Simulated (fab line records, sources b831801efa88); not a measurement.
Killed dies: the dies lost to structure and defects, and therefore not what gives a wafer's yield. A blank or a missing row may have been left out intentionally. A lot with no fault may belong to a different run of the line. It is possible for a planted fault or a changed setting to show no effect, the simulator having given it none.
Which tool did it? ; flow sky130 ; Sampling: 11 lots, 33 wafers, 2 of 708 route steps

WHAT THE GAUGES SHOWED, per wafer
SKY_CAP2M_THK_MEAS_01. Usual: CAP2M_CVD_00_THK gives 15.54 nm (standard deviation 0.24).
lot;measured;on;CAP2M_CVD_00_THK (nm);flag
L512;day 40 08:28;filmMetro-02;15.41 15.31 15.53;
L514;day 41 06:30;filmMetro-02;15.57 15.76 15.75;
L515;day 41 06:50;filmMetro-04;14.90 15.59 15.37;
L516;day 41 12:59;filmMetro-04;15.68 15.62 15.53;
L517;day 41 23:23;filmMetro-03;15.15 15.16 15.48;
L520;day 42 19:47;filmMetro-02;15.51 15.65 15.82;
L519;day 42 23:13;filmMetro-02;15.32 15.16 15.60;
L525;day 44 05:28;filmMetro-03;15.37 15.02 15.41;
L524;day 44 04:26;filmMetro-02;15.48 15.05 15.79;
L531;day 45 16:06;filmMetro-03;15.65 15.85 15.71;
L533;day 46 09:17;filmMetro-04;15.33 15.67 15.69;

WHAT TOOL EACH LOT RAN ON (gives the tool, then ch and the chambers of the sampled wafers, and finally the start)
lot;SKY_LDD_HVP_STRIP_09
L512;plasmaAsher-02 ch 0,1, day 22 06:04
L514;plasmaAsher-01 ch 0,1, day 23 07:26
L515;plasmaAsher-02 ch 0,1, day 23 11:43
L516;plasmaAsher-04 ch 0,1, day 23 19:33
L517;plasmaAsher-01 ch 0,1, day 24 05:22
L520;plasmaAsher-04 ch 0,1, day 25 07:37
L519;plasmaAsher-02 ch 0,1, day 25 09:31
L525;plasmaAsher-02 ch 0,1, day 26 23:38
L524;plasmaAsher-02 ch 0,1, day 27 00:25
L531;plasmaAsher-01 ch 0,1, day 28 22:10
L533;plasmaAsher-04 ch 0,1, day 29 18:43
- SKY_LDD_HVP_STRIP_09: strips in O2/N2.

WHAT THE TOOLS THEMSELVES READ (means of the sampled wafers that have a number; where no wafer has one, the mark that the record gives instead)
SKY_LDD_HVP_STRIP_09. Usual: chamberPressureMTorr 1500.0 mTorr, standard deviation 1.4; drypumpMotorCurrentA 5.59 A, standard deviation 0.27; o2FlowSccm 3002 sccm, standard deviation 9; oesProductAu 0.409 a.u., standard deviation 0.0049; stripTimeToEndpointS 4.140 s, standard deviation 0.014.
lot;tool;chamberPressureMTorr (mTorr);drypumpMotorCurrentA (A);o2FlowSccm (sccm);oesProductAu (a.u.);stripTimeToEndpointS (s);flag
L512;plasmaAsher-02;1500.0;5.66;3001;0.409;4.140;
L514;plasmaAsher-01;1499.8;5.66;3014;0.410;4.168;
L515;plasmaAsher-02;1500.5;5.43;3003;0.406;4.133;
L516;plasmaAsher-04;1500.2;5.51;2996;0.408;4.151;
L517;plasmaAsher-01;1500.2;5.56;3007;0.406;4.134;
L520;plasmaAsher-04;1500.2;5.52;3010;0.411;4.143;
L519;plasmaAsher-02;1501.2;5.42;3001;0.407;4.140;
L525;plasmaAsher-02;1501.0;5.68;2994;0.408;4.129;
L524;plasmaAsher-02;1500.0;5.43;3008;0.407;4.159;
L531;plasmaAsher-01;1499.6;5.56;2996;0.410;4.138;
L533;plasmaAsher-04;1500.3;5.53;3006;0.411;4.130;

THE ANSWER, worked out from the rows above alone
Rule: a lot counts as off when the mean over its wafers that have a number is more than 3 standard deviations away from the usual mean. Also off: a lot with no number at a reading for which 4 or more lots have one. Any other lot the step has rows for is counted as sound. Order of review: gauges by route order, followed by the tools' own readings, for which a lot's mean as printed above is used. At the first step where some lot is off, the reading lying furthest off is the one used; lots without a number count as furthest.
None of the lots is off at any reading shown; this tells nothing.

WHAT THE SIMULATOR PUT IN
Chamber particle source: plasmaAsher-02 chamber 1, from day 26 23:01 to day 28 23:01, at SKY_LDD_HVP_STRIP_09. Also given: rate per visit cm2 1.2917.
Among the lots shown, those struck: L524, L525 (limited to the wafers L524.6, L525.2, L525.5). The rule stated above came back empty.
